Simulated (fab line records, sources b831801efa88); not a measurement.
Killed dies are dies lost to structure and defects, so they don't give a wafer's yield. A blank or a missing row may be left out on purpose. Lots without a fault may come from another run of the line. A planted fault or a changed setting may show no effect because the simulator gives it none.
One fault seen from 2 desks | flow sky130 | each desk has only its own numbers; what lay behind them comes last

THE TOOL OWNER'S DESK: pvd_sputter-03
The tool's own readings at SKY_VIA4_SPUTTER_17 (material TiN, target thk 20 nm, time 80 s): means of the sampled wafers that have a number, for each lot that ran on this tool. A lot is out of limits, marked OUT, if its mean lies more than 4 standard deviations from the usual mean; the brackets give that distance.
Columns: A = throttle_valve_pct at SKY_VIA4_SPUTTER_17, usual 30.0 %
lot  | first seen here | A
L726 | day 43 08:01    | 29.1
L743 | day 47 22:56    | 29.4
L744 | day 48 01:24    | 29.0
L745 | day 48 02:43    | 29.5
This desk's finding: nothing out of limits on any of the 4 lots.

THE METROLOGY DESK
What the gauges read, lot by lot, whatever tool the lot ran on: means of the sampled wafers that have a number. A lot is out of limits, marked OUT, if its mean lies more than 4 standard deviations from the usual mean; the brackets give that distance.
Columns: A = VIA4_OVL at SKY_VIA4_OVL_MEAS_11, usual -1.1 nm
lot  | first seen here | A
L724 | day 42 14:51    | -0.7
L725 | day 43 03:23    | -1.5
L726 | day 43 07:17    | -1.4
L743 | day 47 22:14    | -1.4
L744 | day 48 00:42    | 0.9
L745 | day 48 01:59    | 1.1
L747 | day 48 08:09    | -1.5
This desk's finding: nothing out of limits on any of the 7 lots.

PUT TOGETHER
The tool owner's desk saw nothing out of limits.
The metrology desk saw nothing out of limits.

WHAT THE SIMULATOR HAD PUT IN
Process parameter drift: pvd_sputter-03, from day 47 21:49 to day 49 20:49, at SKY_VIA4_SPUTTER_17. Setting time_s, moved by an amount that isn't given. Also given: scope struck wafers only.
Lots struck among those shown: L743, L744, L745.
